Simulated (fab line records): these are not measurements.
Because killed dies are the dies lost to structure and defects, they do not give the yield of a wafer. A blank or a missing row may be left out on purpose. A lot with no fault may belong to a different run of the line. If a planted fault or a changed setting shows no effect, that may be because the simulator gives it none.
A sampling plan put to the test | flow sky130 | one fab line, 8 faults that these records tell of, each judged on the records of the lots that it struck
What counts as the plan is the set of the line's own looks, namely the steps on the route at which a gauge or an inspection reads a wafer and does not change it. Where struck wafers have a number at a look and the file lists that look's usual mean and standard deviation on fault-free wafers, the look can be judged. Caught: at a look after the fault's first step, the mean of the struck wafers lies 4 or more of those standard deviations (sigma) from the usual mean. On the tool: the identical test, applied to the tool's own readings at the steps of the fault. A different recipe on the struck wafers counts as caught too, as does a record blank only for those wafers.

## THE FAULTS, as the simulator had put them in
1. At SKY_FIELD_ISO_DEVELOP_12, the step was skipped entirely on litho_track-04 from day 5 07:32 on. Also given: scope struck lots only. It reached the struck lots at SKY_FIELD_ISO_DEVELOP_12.
2. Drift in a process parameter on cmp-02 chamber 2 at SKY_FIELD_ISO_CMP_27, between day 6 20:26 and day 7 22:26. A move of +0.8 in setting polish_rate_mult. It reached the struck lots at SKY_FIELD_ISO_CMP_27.
3. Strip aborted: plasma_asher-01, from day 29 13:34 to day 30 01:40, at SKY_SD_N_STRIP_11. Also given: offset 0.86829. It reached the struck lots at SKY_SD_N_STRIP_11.
4. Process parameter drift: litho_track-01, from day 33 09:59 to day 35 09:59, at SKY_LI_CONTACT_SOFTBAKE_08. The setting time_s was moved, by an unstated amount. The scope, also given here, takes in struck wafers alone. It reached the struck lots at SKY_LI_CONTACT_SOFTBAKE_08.
5. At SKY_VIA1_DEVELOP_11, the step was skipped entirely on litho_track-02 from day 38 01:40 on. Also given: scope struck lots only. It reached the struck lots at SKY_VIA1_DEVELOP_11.
6. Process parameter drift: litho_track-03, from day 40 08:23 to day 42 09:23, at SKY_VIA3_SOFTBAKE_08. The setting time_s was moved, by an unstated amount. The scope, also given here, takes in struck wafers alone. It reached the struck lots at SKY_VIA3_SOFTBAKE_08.
7. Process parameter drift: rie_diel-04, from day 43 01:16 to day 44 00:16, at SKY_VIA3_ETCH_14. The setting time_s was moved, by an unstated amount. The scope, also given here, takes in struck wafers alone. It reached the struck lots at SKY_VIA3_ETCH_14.
8. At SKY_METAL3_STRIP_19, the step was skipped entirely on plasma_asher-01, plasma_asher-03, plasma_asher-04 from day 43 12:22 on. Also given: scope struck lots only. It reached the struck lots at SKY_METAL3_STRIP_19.

## WHAT THE PLAN SAW
fault | on the tool itself                               | first look that catches it     | reading, sigma | median hours from its first step to that look | hours from the fault's start to the first struck lot there | judged looks passed uncaught
1     | the tool's record is blank for the struck wafers | no look after it can be judged | -              | -                                             | -                                                          | 0
2     | time_to_endpoint_s -12 sigma                     | no look after it can be judged | -              | -                                             | -                                                          | 0
3     | oes_product_au -44 sigma                         | no look after it can be judged | -              | -                                             | -                                                          | 0
4     | run_length_s -29 sigma                           | no look after it can be judged | -              | -                                             | -                                                          | 0
5     | the tool's record is blank for the struck wafers | no look after it can be judged | -              | -                                             | -                                                          | 0
6     | run_length_s -40 sigma                           | no look after it can be judged | -              | -                                             | -                                                          | 0
7     | oes_product_au +5.7 sigma                        | no look after it can be judged | -              | -                                             | -                                                          | 0
8     | the tool's record is blank for the struck wafers | no look after it can be judged | -              | -                                             | -                                                          | 0
A dash: the fault is not caught, or the number is missing from these records.

Caught at a look: 0 of 8. Caught on the tool: 8 of 8. By one or the other: 8 of 8.
On the tool alone, faults 1, 2, 3, 4, 5, 6, 7, 8 were caught.
